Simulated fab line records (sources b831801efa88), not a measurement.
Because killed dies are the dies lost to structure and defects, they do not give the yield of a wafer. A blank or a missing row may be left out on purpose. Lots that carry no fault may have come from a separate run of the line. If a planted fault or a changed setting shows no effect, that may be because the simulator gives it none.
Which tool did it?    flow gf180mcu    13 lots, 39 wafers sampled, at 5 steps of a route of 602

== WHAT EACH GAUGE READ, for each wafer ==
GF_V5_THK_MEAS_03. Usual: V5_CVD_02_THK 1455 nm, standard deviation 19.
lot   measured      on            V5_CVD_02_THK (nm)  flag
L879  day 26 04:44  filmMetro-04  1459 1458 1464      
L880  day 26 12:07  filmMetro-04  1424 1465 1465      
L881  day 26 23:37  filmMetro-04  1449 1483 1475      
L883  day 27 20:25  filmMetro-04  1449 1092 1468      OFF
L884  day 28 02:46  filmMetro-02  1443 1126 1129      OFF
L892  day 30 11:19  filmMetro-02  1420 1427 1462      
L896  day 31 08:29  filmMetro-03  1439 1451 1472      
L897  day 31 16:21  filmMetro-04  1426 1473 1429      
L898  day 31 21:31  filmMetro-02  1445 1432 1446      
L899  day 32 07:32  filmMetro-04  1451 1440 1484      
L901  day 32 16:33  filmMetro-04  1463 1484 1460      
L900  day 32 17:13  filmMetro-03  1464 1432 1459      
L902  day 32 18:35  filmMetro-04  1466 1445 1500      

GF_V5_THK_MEAS_25: measures by xrf. Usual: V5_W_THK 360 nm, standard deviation 11.
lot   measured      on            V5_W_THK (nm)  flag
L879  day 27 02:53  filmMetro-02  365 360 352    
L880  day 27 09:43  filmMetro-04  349 370 348    
L881  day 27 21:52  filmMetro-04  356 356 375    
L883  day 28 17:17  filmMetro-03  361 382 353    
L884  day 28 23:33  filmMetro-04  378 380 353    
L892  day 31 07:10  filmMetro-02  365 371 368    
L896  day 32 03:31  filmMetro-02  349 352 354    
L897  day 32 10:52  filmMetro-04  344 343 339    
L898  day 32 16:23  filmMetro-04  357 359 357    
L899  day 33 01:34  filmMetro-04  373 372 352    
L901  day 33 10:02  filmMetro-04  355 357 349    
L900  day 33 10:50  filmMetro-02  356 357 362    
L902  day 33 11:52  filmMetro-03  373 354 361    

GF_PASSIVATION_BOW_MEAS_14. Usual: PASSIVATION_BOW 134 um, standard deviation 7.5.
lot   measured      on            PASSIVATION_BOW (um)  flag
L879  day 28 22:14  filmMetro-03  127 122 127           
L880  day 29 03:31  filmMetro-04  130 132 135           
L881  day 29 16:22  filmMetro-03  134 144 144           
L883  day 30 10:01  filmMetro-04  127 135 130           
L884  day 30 16:37  filmMetro-03  136 127 129           
L892  day 32 20:25  filmMetro-04  124 125 133           
L896  day 33 15:38  filmMetro-04  133 122 134           
L897  day 33 22:46  filmMetro-01  143 135 141           
L898  day 34 03:02  filmMetro-03  140 119 138           
L899  day 34 11:41  filmMetro-03  133 129 138           
L901  day 34 19:53  filmMetro-01  130 138 134           
L900  day 34 20:38  filmMetro-01  138 134 135           
L902  day 34 21:23  filmMetro-03  135 134 138           

== WHAT TOOL EACH LOT RAN ON (gives the tool, then ch and the chambers of the sampled wafers, and finally the start) ==
lot   GF_V5_CVD_02                     GF_V5_CVD_23
L879  pecvd-01 ch 0,1,2, day 26 04:39  cvdW-02 ch 0,1, day 27 02:39
L880  pecvd-01 ch 0,1, day 26 12:00    cvdW-01 ch 0,1, day 27 09:29
L881  pecvd-01 ch 0,1, day 26 23:31    cvdW-01 ch 0,1, day 27 21:38
L883  pecvd-01 ch 0,1, day 27 20:19    cvdW-01 ch 0,1, day 28 17:03
L884  pecvd-01 ch 0,2, day 28 02:40    cvdW-01 ch 0,1, day 28 23:19
L892  pecvd-03 ch 0,1,2, day 30 11:13  cvdW-01 ch 0, day 31 06:56
L896  pecvd-03 ch 1,2, day 31 08:23    cvdW-01 ch 1, day 32 03:12
L897  pecvd-04 ch 0,1, day 31 16:13    cvdW-01 ch 1, day 32 10:34
L898  pecvd-04 ch 0,2, day 31 21:23    cvdW-02 ch 0,1, day 32 16:09
L899  pecvd-01 ch 1,2, day 32 07:25    cvdW-01 ch 0,1, day 33 01:19
L901  pecvd-03 ch 0,1,2, day 32 16:28  cvdW-02 ch 0,1, day 33 09:48
L900  pecvd-04 ch 1,2, day 32 17:06    cvdW-02 ch 0,1, day 33 10:35
L902  pecvd-04 ch 0,1, day 32 18:28    cvdW-01 ch 0,1, day 33 11:37
- GF_V5_CVD_02: deposits SiO2 from TEOS, target thk 1450 nm, time 163.28 s.
- GF_V5_CVD_23: deposits W, target thk 350 nm, time 104.9 s.

== AS READ BY THE TOOLS THEMSELVES (means over the sampled wafers that have a number; for cases with no such wafer, the mark the record gives instead) ==
GF_V5_CVD_02. Usual: 602 W for heaterPowerW, sd 76.
lot   tool      heaterPowerW (W)  flag
L879  pecvd-01  541               
L880  pecvd-01  628               
L881  pecvd-01  624               
L883  pecvd-01  544               
L884  pecvd-01  596               
L892  pecvd-03  576               
L896  pecvd-03  589               
L897  pecvd-04  636               
L898  pecvd-04  633               
L899  pecvd-01  565               
L901  pecvd-03  495               
L900  pecvd-04  706               
L902  pecvd-04  663               

GF_V5_CVD_23. Usual: 926 W for heaterPowerW, sd 65.
lot   tool     heaterPowerW (W)  flag
L879  cvdW-02  904               
L880  cvdW-01  908               
L881  cvdW-01  927               
L883  cvdW-01  925               
L884  cvdW-01  953               
L892  cvdW-01  1036              
L896  cvdW-01  853               
L897  cvdW-01  870               
L898  cvdW-02  942               
L899  cvdW-01  966               
L901  cvdW-02  926               
L900  cvdW-02  944               
L902  cvdW-01  914               

== THE ANSWER, worked out from the rows above alone ==
Rule: take the mean of a lot's wafers that have a number; if it is more than 3 standard deviations from the usual mean, the lot is off. Also off: a lot with no number at a reading for which 4 or more lots have one. Any other lot the step has rows for is counted as sound. The gauges are gone through in route order, then the tools' own readings, and for those a lot's mean is taken as printed above. At the first step where some lot is off, the reading lying furthest off is the one used; lots without a number count as furthest.
Off: at GF_V5_THK_MEAS_03 (V5_CVD_02_THK), L883, L884.
A tool fits if, at a process step before that reading, it ran every lot that is off, and no sound lot after the first of them. Gauges at GF_V5_THK_MEAS_03: tried the same way as those tools. Not one of the candidates tried fits.

== WHAT HAD BEEN PUT IN BY THE SIMULATOR ==
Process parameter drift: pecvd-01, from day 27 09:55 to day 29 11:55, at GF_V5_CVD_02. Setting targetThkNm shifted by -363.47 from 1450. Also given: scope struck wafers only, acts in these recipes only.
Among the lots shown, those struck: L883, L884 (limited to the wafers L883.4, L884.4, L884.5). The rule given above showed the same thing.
